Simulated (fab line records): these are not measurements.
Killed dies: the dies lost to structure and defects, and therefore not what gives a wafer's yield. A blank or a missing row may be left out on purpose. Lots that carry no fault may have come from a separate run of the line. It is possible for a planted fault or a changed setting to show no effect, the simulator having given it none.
2 desks, one fault | flow sky130 | numbers are kept per desk, each desk with only its own; the story behind them comes last

## METROLOGY DESK
What the gauges read for every lot (on any tool): the sampled wafers with a number, averaged. Any lot whose mean is over 4 standard deviations away from the usual mean is out of limits and marked OUT; that distance is given in the brackets. Only the readings that lie furthest out on some lot appear, 7 of the 8 it has.
Columns: A = cd-nm at SKY_VIA3_CD_MEAS_12, usual 200.2 nm; B = VIA3_OVL at SKY_VIA3_OVL_MEAS_13, usual 2 nm; C = VIA3_W_RS at SKY_VIA3_RS_MEAS_22, usual 0.2953 ohm/sq; D = VIA3_W_THK at SKY_VIA3_THK_MEAS_23, usual 393 nm; E = CAP2M_CVD_00_THK at SKY_CAP2M_THK_MEAS_01, usual 15.49 nm; F = CAP2M_TIN_THK at SKY_CAP2M_THK_MEAS_04, usual 198.5 nm; G = CAP2M_OVL at SKY_CAP2M_OVL_MEAS_12, usual -0.8 nm
lot  | first seen here | A     | B  | C      | D   | E     | F     | G
L494 | day 39 20:12    | 200.3 | 3  | 0.2956 | 387 | 15.49 | 195.8 | -0.6
L500 | day 41 16:52    | 199.1 | 3  | 0.2938 | 392 | 15.46 | 198.6 | 1.6
L502 | day 42 06:58    | 200.6 | -2 | 0.2964 | 396 | 15.59 | 199.7 | -2.8
L511 | day 44 23:34    | 202.1 | 7  | 0.2914 | 403 | 15.80 | 198.2 | -3.3
L513 | day 45 08:42    | 201.0 | 10 | 0.2964 | 398 | 15.50 | 198.9 | 1.6
L514 | day 45 09:50    | 201.6 | -8 | 0.2932 | 390 | 15.30 | 200.4 | 0.9
This desk found nothing out of limits on any of the 6 lots.

## FOR THE TOOL OWNER'S DESK: plasma-asher-01
The tool's own readings at SKY_VIA3_STRIP_16 (strips in O2/N2): means of the sampled wafers that have a number, for each lot that ran on this tool. Any lot whose mean is over 4 standard deviations away from the usual mean is out of limits and marked OUT; that distance is given in the brackets.
Columns: A = drypump-motor-current-A at SKY_VIA3_STRIP_16, usual 5.7 A; B = oes-product-au at SKY_VIA3_STRIP_16, usual 0.402 a.u.; C = strip-time-to-endpoint-s at SKY_VIA3_STRIP_16, usual 4.143 s
lot  | first seen here | A   | B     | C
L494 | day 39 20:28    | 5.7 | 0.404 | 4.145
L513 | day 45 08:58    | 5.9 | 0.403 | 4.146
L514 | day 45 10:05    | 6.0 | 0.405 | 4.174
This desk found nothing out of limits on any of the 3 lots.

## ALL TOGETHER
At the metrology desk, nothing out of limits was observed.
The tool owner's desk saw nothing out of limits.

## WHAT HAD BEEN PUT IN BY THE SIMULATOR
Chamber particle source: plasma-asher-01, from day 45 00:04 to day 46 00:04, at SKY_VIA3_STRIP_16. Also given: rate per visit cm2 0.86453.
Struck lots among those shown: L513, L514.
